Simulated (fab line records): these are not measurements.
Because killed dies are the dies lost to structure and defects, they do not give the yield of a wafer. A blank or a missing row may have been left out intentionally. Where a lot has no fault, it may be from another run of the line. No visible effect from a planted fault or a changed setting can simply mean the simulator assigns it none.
One fault through the eyes of 2 desks | flow gf180mcu | what lay behind the numbers comes last; until then each desk has only its own

## FOR THE TOOL OWNER'S DESK: cvd w-01
The tool's own readings at GF_CONTACT_CVD_24 (deposits W, target thk 300 nm, time 90.339 s): means of the sampled wafers that have a number, for each lot that ran on this tool. Any lot whose mean is over 4 standard deviations away from the usual mean is out of limits and marked OUT; that distance is given in the brackets.
Columns: A = heater power w at GF_CONTACT_CVD_24, usual 879 W
lot  | first seen here | A
L616 | day 19 09:16    | 809
L617 | day 19 15:47    | 884
L618 | day 19 21:22    | 830
L619 | day 20 08:10    | 864
L629 | day 23 15:25    | 773
L631 | day 24 05:37    | 836
Result from this desk: across the 6 lots, nothing is out of limits.

## THE METROLOGY DESK
Means of the sampled wafers that have a number, per lot and without regard to the tool the lot ran on: this is what the gauges read. Any lot whose mean is over 4 standard deviations away from the usual mean is out of limits and marked OUT; that distance is given in the brackets.
Columns: A = CONTACT_W_RS at GF_CONTACT_RS_MEAS_25, usual 0.385 ohm/sq; B = CONTACT_W_THK at GF_CONTACT_THK_MEAS_26, usual 301 nm
lot  | first seen here | A               | B
L609 | day 16 12:28    | 0.394           | 295
L613 | day 17 23:16    | 0.384           | 306
L615 | day 18 22:00    | 0.386           | 301
L616 | day 19 09:22    | 0.379           | 304
L617 | day 19 15:55    | 0.385           | 300
L618 | day 19 21:30    | 0.309 (-16) OUT | 385 (+21) OUT
L619 | day 20 08:16    | 0.304 (-17) OUT | 395 (+24) OUT
L627 | day 22 22:46    | 0.386           | 299
L628 | day 23 09:38    | 0.388           | 302
L629 | day 23 15:31    | 0.379           | 302
L630 | day 24 00:15    | 0.384           | 300
L631 | day 24 05:43    | 0.384           | 303
This desk finds L618, L619 out of limits, with the earliest case on L618 at day 19 21:30 (CONTACT_W_RS at GF_CONTACT_RS_MEAS_25). In limits: L609, L613, L615, L616, L617, L627, L628, L629, L630, L631.

## TAKEN TOGETHER
On L618, L619, the metrology desk was in a position to raise an alarm at day 19 21:30.
The desk of the tool owner found nothing out of limits.
The tool owner's desk has L618, L619 on record, within its limits.
The lots listed all ran GF_CONTACT_CVD_24 on cvd w-01.

## WHAT THE SIMULATOR HAD PUT IN
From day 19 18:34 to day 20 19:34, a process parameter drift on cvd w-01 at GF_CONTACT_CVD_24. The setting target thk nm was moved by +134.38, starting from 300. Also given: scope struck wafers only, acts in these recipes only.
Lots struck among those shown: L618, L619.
Delay in hours, fault start to first out-of-limits reading, per desk: metrology desk 3.
